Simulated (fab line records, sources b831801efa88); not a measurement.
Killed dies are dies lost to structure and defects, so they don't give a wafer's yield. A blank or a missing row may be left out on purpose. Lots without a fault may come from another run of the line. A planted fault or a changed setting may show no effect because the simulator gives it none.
Chamber matching | flow sky130 | SKY_VIA3_CMP_02 on cmp-01: 4 sister chambers
The step polishes SiO2. 8 wafers are shown with their chamber, then 12 later ones without.

WAFERS WITH THEIR CHAMBER
wafer  | chamber | motor_current_A (A) | slurry_filter_dp_kPa (kPa)
L079.6 | 3       | 9.2                 | 13.52
L082.2 | 0       | 9.8                 | 13.49
L083.1 | 0       | 9.9                 | 13.37
L084.3 | 3       | 9.8                 | 13.37
L084.5 | 1       | 12.7                | 13.56
L085.3 | 1       | 12.7                | 13.51
L085.4 | 2       | 11.2                | 13.26
L085.6 | 2       | 11.0                | 13.47

WAFERS WITHOUT THEIR CHAMBER
wafer  | motor_current_A (A) | slurry_filter_dp_kPa (kPa)
L090.3 | 13.1                | 13.38
L090.5 | 13.1                | 13.73
L090.6 | 10.9                | 13.39
L093.1 | 10.2                | 13.59
L093.4 | 9.4                 | 13.53
L093.5 | 11.3                | 13.67
L094.3 | 9.2                 | 13.51
L094.5 | 9.7                 | 13.41
L094.6 | 10.2                | 13.29
L097.2 | 10.0                | 13.55
L097.4 | 12.5                | 13.31
L097.5 | 10.6                | 13.54

WHICH CHAMBER EACH WENT THROUGH
wafer  | from the rows above          | in truth
L090.3 | 1                            | 1
L090.5 | 1                            | 1
L090.6 | 2                            | 2
L093.1 | can't be placed: 0 or 3      | 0
L093.4 | can't be placed: 3 or 0      | 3
L093.5 | 2                            | 2
L094.3 | can't be placed: 3 or 0      | 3
L094.5 | can't be placed: 0 or 3      | 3
L094.6 | can't be placed: 0 or 3 or 2 | 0
L097.2 | can't be placed: 0 or 3      | 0
L097.4 | 1                            | 1
L097.5 | can't be placed: 2 or 0      | 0
Placed correctly: 5 of 12. Can't be placed from these rows: 7 (the true chamber is among the candidates in 7). Placed wrongly: 0.
How it was worked out, from the rows above alone: a wafer's distance from a chamber is the root of the sum, over the readings, of the square of ((its reading less the chamber's mean) divided by the reading's scatter). The wafer belongs to the nearest chamber; if the next one is less than 2 further off, it can't be placed. A chamber's mean is the mean of its shown wafers. The scatter: the root of (the sum of the squares of (reading less its chamber's mean) over the shown wafers, divided by (wafers less chambers)).
